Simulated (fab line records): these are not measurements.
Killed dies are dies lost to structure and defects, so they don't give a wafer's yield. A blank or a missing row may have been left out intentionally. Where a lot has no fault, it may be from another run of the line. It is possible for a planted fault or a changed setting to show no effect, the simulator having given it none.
Matching of chambers | flow sky130 | SKY_VIA3_CMP_02 on cmp-01: 4 sister chambers
The step polishes SiO2. 8 wafers are shown with their chamber, then 11 later ones without.

== WAFERS, EACH WITH ITS CHAMBER ==
wafer  | chamber | motorCurrentA (A) | retainingRingPressureFrac
L081.3 | 1       | 11.8              | 1.002
L081.4 | 0       | 15.2              | 1.007
L084.2 | 0       | 14.9              | 1.000
L084.4 | 1       | 12.4              | 0.998
L084.5 | 3       | 11.6              | 0.996
L090.3 | 3       | 11.2              | 1.009
L090.6 | 2       | 11.8              | 0.995
L093.1 | 2       | 12.7              | 0.999

== WAFERS WITH NO CHAMBER GIVEN ==
wafer  | motorCurrentA (A) | retainingRingPressureFrac
L093.2 | 15.6              | 1.009
L093.5 | 11.5              | 1.001
L095.1 | 12.1              | 1.000
L095.3 | 12.3              | 1.000
L095.4 | 14.9              | 1.004
L096.1 | 10.9              | 1.001
L096.2 | 15.4              | 0.995
L096.5 | 12.4              | 1.006
L097.2 | 12.1              | 1.000
L097.4 | 15.8              | 1.001
L097.6 | 12.3              | 0.995

== WHICH CHAMBER EACH ONE RAN IN ==
wafer  | from the rows above          | in truth
L093.2 | 0                            | 0
L093.5 | can't be placed: 3 or 1 or 2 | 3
L095.1 | can't be placed: 1 or 2 or 3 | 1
L095.3 | can't be placed: 1 or 2 or 3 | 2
L095.4 | 0                            | 0
L096.1 | can't be placed: 3 or 1      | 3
L096.2 | 0                            | 0
L096.5 | can't be placed: 1 or 2 or 3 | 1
L097.2 | can't be placed: 1 or 2 or 3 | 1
L097.4 | 0                            | 0
L097.6 | can't be placed: 2 or 1      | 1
Placed correctly: 4 of 11. These rows do not allow placing 7 (true chamber among the candidates in 7). 0 placed wrongly.
How it was worked out, from the rows above alone: a wafer's distance from a chamber is the root of the sum, over the readings, of the square of ((its reading less the chamber's mean) divided by the reading's scatter). If the next closest chamber is less than 2 further off than the closest, the wafer can't be placed; otherwise it belongs to the closest. A chamber's mean is the mean of its shown wafers. How the scatter is found: for the shown wafers, subtract from each reading the mean of its chamber, square and add these, divide the total by (wafers less chambers), then take the root.
